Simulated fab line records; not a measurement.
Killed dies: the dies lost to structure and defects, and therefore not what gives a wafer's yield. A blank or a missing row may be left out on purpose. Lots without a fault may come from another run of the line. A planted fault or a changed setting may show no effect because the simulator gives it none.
2 desks looking at one fault :: flow gf180mcu :: every desk sees just its own numbers, and what lay behind them comes last

## FROM THE METROLOGY DESK
Means of the sampled wafers that have a number, per lot and without regard to the tool the lot ran on: this is what the gauges read. Any lot whose mean is over 4 standard deviations away from the usual mean is out of limits and marked OUT; that distance is given in the brackets.
Columns: A = CONTACT_OVL at GF_CONTACT_OVL_MEAS_15, usual 6 nm; B = M1_OVL at GF_M1_OVL_MEAS_15, usual 1 nm; C = V1_CVD_02_THK at GF_V1_THK_MEAS_03, usual 849 nm
lot: L609
first seen here: day 16 05:57
A: 7
B: 5
C: 845

lot: L610
first seen here: day 16 12:47
A: 5
B: -10
C: 855

lot: L612
first seen here: day 16 23:49
A: 2
B: -4
C: 843

lot: L611
first seen here: day 17 00:12
A: -1
B: -3
C: 851

lot: L613
first seen here: day 17 16:36
A: 6
B: 7
C: 848

lot: L614
first seen here: day 17 19:03
A: 8
B: -1
C: 850

lot: L615
first seen here: day 18 03:37
A: 2
B: -2
C: 851

lot: L616
first seen here: day 18 09:59
A: 9
B: -0
C: 856

lot: L617
first seen here: day 18 20:03
A: 7
B: -0
C: 845

lot: L621
first seen here: day 20 09:13
A: 9
B: -2
C: 846

lot: L631
first seen here: day 24 00:07
A: 5
B: 6
C: 837

lot: L630
first seen here: day 24 03:28
A: 7
B: -5
C: 845

lot: L632
first seen here: day 24 09:40
A: 14
B: -1
C: 844
Result from this desk: across the 13 lots, nothing is out of limits.

## DESK OF THE TOOL OWNER: rie-metal-03
The tool's own readings at GF_M1_METAL_ETCH_16 (etches the open film in Cl2/BCl3, stops on SiO2, target depth 627.5 nm, time 104.6 s): means of the sampled wafers that have a number, for each lot that ran on this tool. Any lot whose mean is over 4 standard deviations away from the usual mean is out of limits and marked OUT; that distance is given in the brackets.
Columns: A = chamber-pressure-mTorr at GF_M1_METAL_ETCH_16, usual 8.000 mTorr; B = drypump-motor-current-A at GF_M1_METAL_ETCH_16, usual 5.5 A; C = oes-product-au at GF_M1_METAL_ETCH_16, usual 0.972 a.u.; D = throttle-valve-pct at GF_M1_METAL_ETCH_16, usual 28.249 %
lot: L609
first seen here: day 17 06:02
A: 7.998
B: 5.5
C: 0.965
D: 28.243

lot: L611
first seen here: day 18 01:09
A: 7.997
B: 5.6
C: 0.973
D: 28.249

lot: L613
first seen here: day 18 18:02
A: 7.995
B: 5.6
C: 0.977
D: 28.248

lot: L617
first seen here: day 19 21:52
A: 7.999
B: 5.6
C: 0.979
D: 28.240

lot: L621
first seen here: day 21 10:41
A: 8.000
B: 5.6
C: 0.909 (-9.3) OUT
D: 28.319 (+7.1) OUT

lot: L631
first seen here: day 24 23:50
A: 7.992
B: 5.6
C: 0.975
D: 28.245
This desk's verdict: out of limits on L621, starting with L621 at day 21 10:41 (oes-product-au at GF_M1_METAL_ETCH_16). In limits: L609, L611, L613, L617, L631.

## TAKEN TOGETHER
The tool owner's desk had the chance to raise an alarm at day 21 10:41 on L621.
Nothing out of limits was seen by the metrology desk.
The metrology desk has L621 on record, within its limits.
On rie-metal-03, each named lot ran GF_M1_METAL_ETCH_16.

## WHAT THE SIMULATOR PUT IN
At GF_M1_METAL_ETCH_16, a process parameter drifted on rie-metal-03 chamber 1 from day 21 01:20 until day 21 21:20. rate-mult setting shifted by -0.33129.
Struck lots among those shown: L621.
How many hours passed from the start of the fault until each desk's first out-of-limits reading: the tool owner's desk, 9.
